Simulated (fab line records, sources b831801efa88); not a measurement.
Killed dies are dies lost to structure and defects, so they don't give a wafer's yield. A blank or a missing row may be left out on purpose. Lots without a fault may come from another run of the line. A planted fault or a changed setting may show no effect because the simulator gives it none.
Which tool did it? | flow gf180mcu | 15 lots, 45 wafers sampled, at 6 steps of a route of 602

WHAT THE GAUGES READ, wafer by wafer
GF_STI_BOW_MEAS_00. Usual: INCOMING_BOW 0 um, standard deviation 6.
lot  | measured    | on            | INCOMING_BOW (um) | flag
L183 | day 1 10:02 | film_metro-02 | 4 0 9             |
L184 | day 1 15:01 | film_metro-02 | 8 1 -4            |
L185 | day 1 20:01 | film_metro-03 | -5 3 -5           |
L186 | day 2 01:01 | film_metro-03 | 6 1 -2            |
L187 | day 2 06:00 | film_metro-01 | -2 -3 3           |
L189 | day 2 16:01 | film_metro-02 | 2 -5 3            |
L190 | day 2 21:00 | film_metro-02 | 1 -5 5            |
L191 | day 3 02:00 | film_metro-01 | 5 -4 -4           |
L192 | day 3 07:00 | film_metro-01 | 5 -11 -12         |
L194 | day 3 17:00 | film_metro-02 | 13 2 2            |
L202 | day 5 09:01 | film_metro-03 | 2 1 -3            |
L203 | day 5 14:00 | film_metro-02 | -8 7 14           |
L204 | day 5 19:01 | film_metro-01 | -9 -4 -5          |
L205 | day 6 00:00 | film_metro-01 | -5 5 3            |
L206 | day 6 05:04 | film_metro-03 | 2 -3 3            |

GF_MVSD_OVL_MEAS_07. Usual: MVSD_OVL 0.7 nm, standard deviation 1.2.
lot  | measured     | on         | MVSD_OVL (nm) | flag
L183 | day 4 13:11  | overlay-01 | 1.0 0.5 2.5   |
L184 | day 4 18:04  | overlay-02 | 2.4 3.7 3.2   |
L185 | day 5 00:44  | overlay-02 | 1.3 1.0 2.1   |
L186 | day 5 06:08  | overlay-02 | -0.2 1.1 1.4  |
L187 | day 5 11:16  | overlay-02 | 0.6 1.6 0.0   |
L189 | day 6 00:56  | overlay-02 | -0.1 2.7 0.1  |
L190 | day 6 04:20  | overlay-01 | 1.6 0.4 1.8   |
L191 | day 6 10:40  | overlay-02 | -0.5 -1.0 0.2 |
L192 | day 6 17:58  | overlay-01 | 0.7 2.1 1.1   |
L194 | day 7 03:22  | overlay-01 | 0.9 -0.5 -0.8 |
L202 | day 9 06:29  | overlay-01 | 0.4 -1.1 1.5  |
L203 | day 9 11:51  | overlay-01 | 0.6 0.6 1.1   |
L204 | day 9 19:40  | overlay-01 | 0.0 -1.6 1.8  |
L205 | day 10 00:17 | overlay-02 | 0.8 1.5 0.5   |
L206 | day 10 05:26 | overlay-01 | 0.4 1.4 0.8   |

GF_MVSD_TW_MEAS_11. Usual: MVSD_TW 1572, standard deviation 9.
lot  | measured     | on            | MVSD_TW        | flag
L183 | day 4 13:38  | film_metro-04 | 1571 1578 1566 |
L184 | day 4 18:30  | film_metro-01 | 1590 1585 1579 |
L185 | day 5 01:11  | film_metro-02 | 1555 1558 1554 |
L186 | day 5 06:35  | film_metro-01 | 1567 1567 1576 |
L187 | day 5 11:43  | film_metro-02 | 1557 1559 1563 |
L189 | day 6 01:22  | film_metro-04 | 30 30 30       | OFF
L190 | day 6 04:46  | film_metro-01 | 30 30 30       | OFF
L191 | day 6 11:07  | film_metro-02 | 30 30 30       | OFF
L192 | day 6 18:25  | film_metro-02 | 1569 1563 1569 |
L194 | day 7 03:49  | film_metro-02 | 1579 1566 1572 |
L202 | day 9 06:56  | film_metro-01 | 1585 1581 1586 |
L203 | day 9 12:17  | film_metro-02 | 1570 1567 1574 |
L204 | day 9 20:07  | film_metro-04 | 1572 1572 1564 |
L205 | day 10 00:43 | film_metro-02 | 1577 1569 1580 |
L206 | day 10 05:53 | film_metro-01 | 1586 1585 1588 |

GF_DUAL_GATE_OVL_MEAS_11. Usual: DUAL_GATE_OVL -0.9 nm, standard deviation 1.6.
lot  | measured     | on         | DUAL_GATE_OVL (nm) | flag
L183 | day 8 14:23  | overlay-02 | -1.4 -2.6 -3.2     |
L184 | day 8 21:28  | overlay-01 | -1.8 -1.7 -1.4     |
L185 | day 9 01:10  | overlay-01 | -1.8 -0.6 -1.3     |
L186 | day 9 09:18  | overlay-02 | 0.5 0.7 -0.7       |
L187 | day 9 15:55  | overlay-02 | 2.7 1.9 2.5        |
L189 | day 10 12:09 | overlay-02 | -1.8 1.5 -0.6      |
L190 | day 10 19:54 | overlay-01 | -1.1 -1.8 0.5      |
L191 | day 10 19:15 | overlay-01 | 0.1 2.9 1.7        |
L192 | day 11 05:09 | overlay-01 | -0.9 -1.0 -2.6     |
L194 | day 11 17:27 | overlay-02 | -0.5 0.4 -0.9      |
L202 | day 14 06:19 | overlay-01 | -1.4 -3.9 -3.0     |
L203 | day 14 11:51 | overlay-01 | -2.7 -2.3 -2.5     |
L204 | day 14 22:22 | overlay-01 | -1.3 -1.1 -1.3     |
L205 | day 15 03:22 | overlay-01 | -3.3 -3.0 -1.9     |
L206 | day 15 09:41 | overlay-01 | 1.2 2.9 -0.9       |

WHICH TOOL RAN EACH LOT (tool, then ch and the chambers of the sampled wafers, then the start)
lot  | GF_LVPWELL_STRIP_10                 | GF_MVSD_STRIP_10
L183 | plasma_asher-02 ch 0,1, day 3 22:55 | plasma_asher-03 ch 0,1, day 4 13:32
L184 | plasma_asher-01 ch 0,1, day 4 04:07 | plasma_asher-02 ch 0,1, day 4 18:23
L185 | plasma_asher-01 ch 0,1, day 4 10:23 | plasma_asher-03 ch 0, day 5 01:04
L186 | plasma_asher-04 ch 0,1, day 4 15:55 | plasma_asher-02 ch 0, day 5 06:28
L187 | plasma_asher-02 ch 0,1, day 4 20:07 | plasma_asher-01 ch 0,1, day 5 11:37
L189 | plasma_asher-04 ch 0,1, day 5 10:19 | plasma_asher-02 ch 0,1, day 6 01:16
L190 | plasma_asher-01 ch 0,1, day 5 14:43 | plasma_asher-03 ch 0,1, day 6 04:40
L191 | plasma_asher-04 ch 0,1, day 5 19:59 | plasma_asher-01 ch 0,1, day 6 11:01
L192 | plasma_asher-02 ch 0,1, day 6 01:56 | plasma_asher-01 ch 1, day 6 18:19
L194 | plasma_asher-04 ch 0,1, day 6 11:17 | plasma_asher-02 ch 0,1, day 7 03:43
L202 | plasma_asher-04 ch 1, day 8 13:17   | plasma_asher-02 ch 1, day 9 06:49
L203 | plasma_asher-02 ch 0,1, day 8 18:17 | plasma_asher-02 ch 0,1, day 9 12:11
L204 | plasma_asher-01 ch 0,1, day 9 02:26 | plasma_asher-01 ch 0,1, day 9 20:00
L205 | plasma_asher-01 ch 0,1, day 9 06:27 | plasma_asher-01 ch 1, day 10 00:37
L206 | plasma_asher-04 ch 0,1, day 9 12:50 | plasma_asher-03 ch 0,1, day 10 05:47
- GF_LVPWELL_STRIP_10: strips in O2/N2.
- GF_MVSD_STRIP_10: strips in O2/N2.

WHAT THE TOOLS THEMSELVES READ (means of the sampled wafers that have a number; where no wafer has one, the mark that the record gives instead)
GF_LVPWELL_STRIP_10. Usual: chamber_pressure_mTorr 1537.1 mTorr, standard deviation 1.4; drypump_motor_current_A 5.8 A, standard deviation 0.35; heater_power_w 345 W, standard deviation 22; oes_product_au 0.726 a.u., standard deviation 0.0043; strip_time_to_endpoint_s 36.75 s, standard deviation 0.11.
lot  | tool            | chamber_pressure_mTorr (mTorr) | drypump_motor_current_A (A) | heater_power_w (W) | oes_product_au (a.u.) | strip_time_to_endpoint_s (s) | flag
L183 | plasma_asher-02 | 1536.8                         | 5.7                         | 337                | 0.725                 | 36.65                        |
L184 | plasma_asher-01 | 1537.6                         | 6.1                         | 317                | 0.727                 | 36.81                        |
L185 | plasma_asher-01 | 1536.8                         | 6.1                         | 314                | 0.729                 | 36.66                        |
L186 | plasma_asher-04 | 1538.1                         | 5.9                         | 378                | 0.730                 | 36.57                        |
L187 | plasma_asher-02 | 1537.9                         | 5.8                         | 337                | 0.728                 | 36.57                        |
L189 | plasma_asher-04 | -                              | -                           | -                  | -                     | -                            | OFF
L190 | plasma_asher-01 | -                              | -                           | -                  | -                     | -                            | OFF
L191 | plasma_asher-04 | -                              | -                           | -                  | -                     | -                            | OFF
L192 | plasma_asher-02 | 1536.3                         | 5.7                         | 337                | 0.728                 | 36.79                        |
L194 | plasma_asher-04 | 1536.2                         | 5.9                         | 358                | 0.730                 | 36.87                        |
L202 | plasma_asher-04 | 1537.4                         | 5.8                         | 383                | 0.727                 | 36.79                        |
L203 | plasma_asher-02 | 1537.6                         | 5.7                         | 342                | 0.728                 | 36.85                        |
L204 | plasma_asher-01 | 1538.6                         | 6.1                         | 320                | 0.727                 | 36.73                        |
L205 | plasma_asher-01 | 1537.1                         | 6.1                         | 314                | 0.723                 | 36.80                        |
L206 | plasma_asher-04 | 1536.9                         | 5.9                         | 371                | 0.722                 | 36.67                        |

GF_MVSD_STRIP_10. Usual: chamber_pressure_mTorr 1499.9 mTorr, standard deviation 1.5; drypump_motor_current_A 5.7 A, standard deviation 0.43; heater_power_w 316 W, standard deviation 23; oes_product_au 0.723 a.u., standard deviation 0.0045; strip_time_to_endpoint_s 37.01 s, standard deviation 0.098.
lot  | tool            | chamber_pressure_mTorr (mTorr) | drypump_motor_current_A (A) | heater_power_w (W) | oes_product_au (a.u.) | strip_time_to_endpoint_s (s) | flag
L183 | plasma_asher-03 | 1500.7                         | 5.6                         | 285                | 0.723                 | 36.99                        |
L184 | plasma_asher-02 | 1499.0                         | 5.7                         | 338                | 0.724                 | 37.01                        |
L185 | plasma_asher-03 | 1499.6                         | 5.6                         | 279                | 0.722                 | 37.04                        |
L186 | plasma_asher-02 | 1500.7                         | 5.7                         | 328                | 0.723                 | 36.97                        |
L187 | plasma_asher-01 | 1499.0                         | 6.1                         | 316                | 0.721                 | 37.02                        |
L189 | plasma_asher-02 | 1501.3                         | 5.8                         | 338                | 0.740                 | 81.32                        | OFF
L190 | plasma_asher-03 | 1500.0                         | 5.6                         | 287                | 0.742                 | 81.38                        | OFF
L191 | plasma_asher-01 | 1501.0                         | 6.0                         | 318                | 0.744                 | 81.62                        | OFF
L192 | plasma_asher-01 | 1500.1                         | 6.5                         | 299                | 0.714                 | 36.94                        |
L194 | plasma_asher-02 | 1499.9                         | 5.8                         | 339                | 0.727                 | 37.06                        |
L202 | plasma_asher-02 | 1499.8                         | 5.8                         | 343                | 0.724                 | 36.96                        |
L203 | plasma_asher-02 | 1500.0                         | 5.7                         | 337                | 0.724                 | 37.02                        |
L204 | plasma_asher-01 | 1499.3                         | 6.1                         | 317                | 0.727                 | 37.02                        |
L205 | plasma_asher-01 | 1500.1                         | 6.5                         | 305                | 0.722                 | 37.04                        |
L206 | plasma_asher-03 | 1500.7                         | 5.7                         | 290                | 0.724                 | 37.18                        |

THE ANSWER, worked out from the rows above alone
Rule: a lot is off if the mean of its wafers that have a number lies more than 3 standard deviations from the usual mean. A lot without any number at a reading at which 4 lots or more have one is off too. The other lots that the step has rows for count as sound. The gauges are gone through in route order, then the tools' own readings, and for those a lot's mean is taken as printed above. The first step at which some lot is off is used, and at that step the reading that is off furthest; a lot without a number counts as furthest.
Off: L189, L190, L191, at GF_MVSD_TW_MEAS_11 (MVSD_TW).
A tool fits if, at a process step before that reading, it ran every lot that is off, and no sound lot after the first of them. The gauges at GF_MVSD_TW_MEAS_11 aren't tried: what is off there is off at GF_LVPWELL_STRIP_10 too, on other tools, and a gauge's error can't cause that. None of those tried fits.

WHAT THE SIMULATOR HAD PUT IN
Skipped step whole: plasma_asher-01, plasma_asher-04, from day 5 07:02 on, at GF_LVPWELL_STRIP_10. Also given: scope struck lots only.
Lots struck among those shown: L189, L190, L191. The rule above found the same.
